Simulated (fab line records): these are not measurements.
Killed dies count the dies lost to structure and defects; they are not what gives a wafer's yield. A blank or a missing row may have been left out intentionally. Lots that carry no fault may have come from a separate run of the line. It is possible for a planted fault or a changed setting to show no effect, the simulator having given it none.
Problem report in the 8D (eight disciplines) form, filled by code -- flow sky130 -- the parts of the form that need people (team, actions taken, sign-off) are left out

## 1. PROBLEM STATEMENT
Across 3 wafers from 2 lots, VIA1_HDPCVD_THK at SKY_VIA1_THK_MEAS_01 averages 1336 nm, while fault-free wafers read 1031 nm with a standard deviation of 13. That is +23 standard deviations from the usual mean.
First seen on wafer L195.1, day 37 13:20, on film metro-04. Wafers with a number at this step in the record: 18, from 6 lots. By rule, "out" or "out of limits" means more than 4 standard deviations away from the usual mean. The other wafers with a number count as sound.

## 2. WHAT THIS IS AND IS NOT
question,is,is not
which readings at this step,VIA1_HDPCVD_THK,-
which lots,"L195, L201","L186, L187, L202, L209"
which wafers of those lots,"L195.1, L195.4, L201.4","L195.6, L201.2, L201.5"
read on which gauges,"film metro-02, film metro-04",film metro-03
when,from day 37 13:20,"up to then (7 sound wafers); but 8 sound wafers of L201, L202, L209 came after"

## 3. THE SUSPECTS, EACH WITH WHAT RULES IT OUT
Counting: any tool at a process step up to the reading remains a suspect provided it ran every lot that is out. Sound lots after the first of them don't rule it out here, since some wafers of a struck lot are sound.
- the gauge at SKY_VIA1_THK_MEAS_01: ruled out. Those wafers that are out were read across 2 gauges (film metro-02, film metro-04).
- hdpcvd-02 at SKY_VIA1_HDPCVD_00 (deposits SiO2, target thk 1030 nm, time 171.7 s): kept. Every lot that is out went through it, the first being L195 (day 37 13:13); the last sound lot it ran before that was L186 (day 33 14:34).
The count leaves hdpcvd-02 at SKY_VIA1_HDPCVD_00.

## 4. THE CAUSE (what the simulator had put in)
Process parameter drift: hdpcvd-02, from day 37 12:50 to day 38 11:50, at SKY_VIA1_HDPCVD_00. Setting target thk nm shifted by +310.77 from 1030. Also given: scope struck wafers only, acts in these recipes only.
Counting left only this tool.

## 5. THE EFFECT CHAIN, in route order
Each row: a reading where the mean over the struck wafers with a number is more than 3 standard deviations away from the usual. Scope: only readings with a usual standard deviation given in the record; hours: median across lots of the time from each lot's start at the first step in this table that gives one to its start at this step; sigmas: change in usual standard deviations.
hours,step,reading,usual,on struck wafers,change,sigmas
0,SKY_VIA1_THK_MEAS_01,VIA1_HDPCVD_THK,1031 nm,1336,+305,+23

## 6. WHAT WOULD HAVE CAUGHT IT SOONER
The first out-of-limits reading at a measuring or inspecting step in this record came at day 37 13:20, 0 hours after the fault's start at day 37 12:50.
An alarm limit of 4 standard deviations would not have fired on the tool readings at SKY_VIA1_HDPCVD_00 for which the record gives a usual standard deviation, since none of them was out on any struck wafer.
L201, from the lots that are out (2), started SKY_VIA1_HDPCVD_00 on hdpcvd-02 later than day 37 13:20. It would have been spared by a hold on the tool at that moment.
